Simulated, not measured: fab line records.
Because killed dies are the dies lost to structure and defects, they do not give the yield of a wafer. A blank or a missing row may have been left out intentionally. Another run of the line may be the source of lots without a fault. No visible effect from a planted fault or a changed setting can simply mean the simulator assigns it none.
Chamber matching -- flow sky130 -- pecvd-03 running SKY_CAPM_CVD_00: 3 sister chambers
The step deposits SiO2, target thk 15.5 nm. 22 wafers are shown with their chamber, then 11 later ones without.

WAFERS, EACH WITH ITS CHAMBER
wafer,chamber,heaterPowerW (W)
L077.1,0,653
L077.4,2,599
L077.5,0,646
L080.3,1,744
L080.5,0,589
L080.6,1,742
L083.1,2,648
L083.2,1,720
L083.5,2,637
L086.2,0,689
L086.4,0,699
L086.6,1,761
L088.1,0,709
L088.3,2,594
L088.6,1,638
L090.1,0,684
L090.3,2,691
L090.4,0,704
L091.3,0,659
L091.5,0,644
L091.6,1,685
L094.1,2,648

SIGNATURES, as means of the wafers listed above
reading,chamber 0,chamber 1,chamber 2,scatter within a chamber
heaterPowerW,667.60,715.00,636.17,39.2
Rule: for a wafer and a chamber, the distance is found by dividing, reading by reading, the gap between the wafer's reading and the chamber's mean by the reading's scatter, squaring, summing and taking the root. The wafer belongs to the nearest chamber; if the next one is less than 2 further off, it can't be placed. The scatter: take each reading less its chamber's mean, square it, sum over the shown wafers, divide by the number of wafers less the number of chambers, and take the root.

WAFERS WITH NO CHAMBER GIVEN
wafer,heaterPowerW (W)
L094.2,641
L094.3,628
L095.1,636
L095.3,717
L095.6,704
L097.1,685
L097.2,611
L097.3,641
L097.4,694
L097.5,609
L097.6,628

CHAMBER TAKEN BY EACH
wafer,from the rows above,in truth
L094.2,can't be placed: 2 or 0 or 1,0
L094.3,can't be placed: 2 or 0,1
L095.1,can't be placed: 2 or 0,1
L095.3,can't be placed: 1 or 0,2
L095.6,can't be placed: 1 or 0 or 2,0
L097.1,can't be placed: 0 or 1 or 2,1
L097.2,can't be placed: 2 or 0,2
L097.3,can't be placed: 2 or 0 or 1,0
L097.4,can't be placed: 1 or 0 or 2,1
L097.5,can't be placed: 2 or 0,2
L097.6,can't be placed: 2 or 0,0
Correctly placed: 0 of 11. Can't be placed from these rows: 11 (the true chamber is among the candidates in 8). Number placed wrongly: 0.
